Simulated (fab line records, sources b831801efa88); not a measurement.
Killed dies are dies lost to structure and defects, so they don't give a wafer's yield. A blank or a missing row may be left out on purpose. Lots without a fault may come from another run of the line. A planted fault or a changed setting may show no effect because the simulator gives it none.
Chamber matching | flow sky130 | SKY_FIELD_ISO_ETCH_15 on rie_diel-03: 4 sister chambers
The step etches the open film in CHF3/O2, stops on Si, target depth 180 nm, time 72 s. 14 wafers are shown with their chamber, then 6 later ones without.

WAFERS WITH THEIR CHAMBER
wafer  | chamber | drypump_motor_current_A (A) | throttle_valve_pct (%) | oes_product_au (a.u.)
L583.1 | 3       | 4.7                         | 8.854                  | 0.950
L583.4 | 0       | 6.1                         | 8.835                  | 0.942
L583.6 | 3       | 4.8                         | 8.835                  | 0.941
L584.2 | 2       | 5.7                         | 8.837                  | 0.956
L584.4 | 3       | 4.8                         | 8.847                  | 0.959
L584.6 | 1       | 5.8                         | 8.834                  | 0.951
L586.1 | 2       | 5.7                         | 8.849                  | 0.944
L586.2 | 1       | 5.8                         | 8.832                  | 0.942
L586.3 | 0       | 6.1                         | 8.861                  | 0.956
L590.1 | 3       | 4.8                         | 8.848                  | 0.955
L590.6 | 3       | 4.7                         | 8.838                  | 0.947
L596.1 | 3       | 4.8                         | 8.839                  | 0.945
L596.3 | 0       | 6.1                         | 8.845                  | 0.955
L596.4 | 2       | 5.7                         | 8.837                  | 0.947

SIGNATURES (means of the wafers above)
reading                 | chamber 0 | chamber 1 | chamber 2 | chamber 3 | scatter within a chamber
drypump_motor_current_A | 6.100     | 5.800     | 5.700     | 4.767     | 0.0365
throttle_valve_pct      | 8.84700   | 8.83300   | 8.84100   | 8.84350   | 0.00841
oes_product_au          | 0.95100   | 0.94650   | 0.94900   | 0.94950   | 0.00678
Rule: a wafer's distance from a chamber is the root of the sum, over the readings, of the square of ((its reading less the chamber's mean) divided by the reading's scatter). The wafer belongs to the nearest chamber; if the next one is less than 2 further off, it can't be placed. The scatter: the root of (the sum of the squares of (reading less its chamber's mean) over the shown wafers, divided by (wafers less chambers)).

WAFERS WITHOUT THEIR CHAMBER
wafer  | drypump_motor_current_A (A) | throttle_valve_pct (%) | oes_product_au (a.u.)
L597.1 | 4.8                         | 8.835                  | 0.943
L597.2 | 5.8                         | 8.854                  | 0.948
L597.5 | 5.8                         | 8.850                  | 0.949
L602.2 | 5.8                         | 8.857                  | 0.956
L602.4 | 5.7                         | 8.853                  | 0.956
L602.6 | 4.7                         | 8.850                  | 0.941

WHICH CHAMBER EACH WENT THROUGH
wafer  | from the rows above     | in truth
L597.1 | 3                       | 3
L597.2 | can't be placed: 1 or 2 | 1
L597.5 | can't be placed: 1 or 2 | 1
L602.2 | can't be placed: 1 or 2 | 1
L602.4 | 2                       | 2
L602.6 | 3                       | 3
Placed correctly: 3 of 6. Can't be placed from these rows: 3 (the true chamber is among the candidates in 3). Placed wrongly: 0.
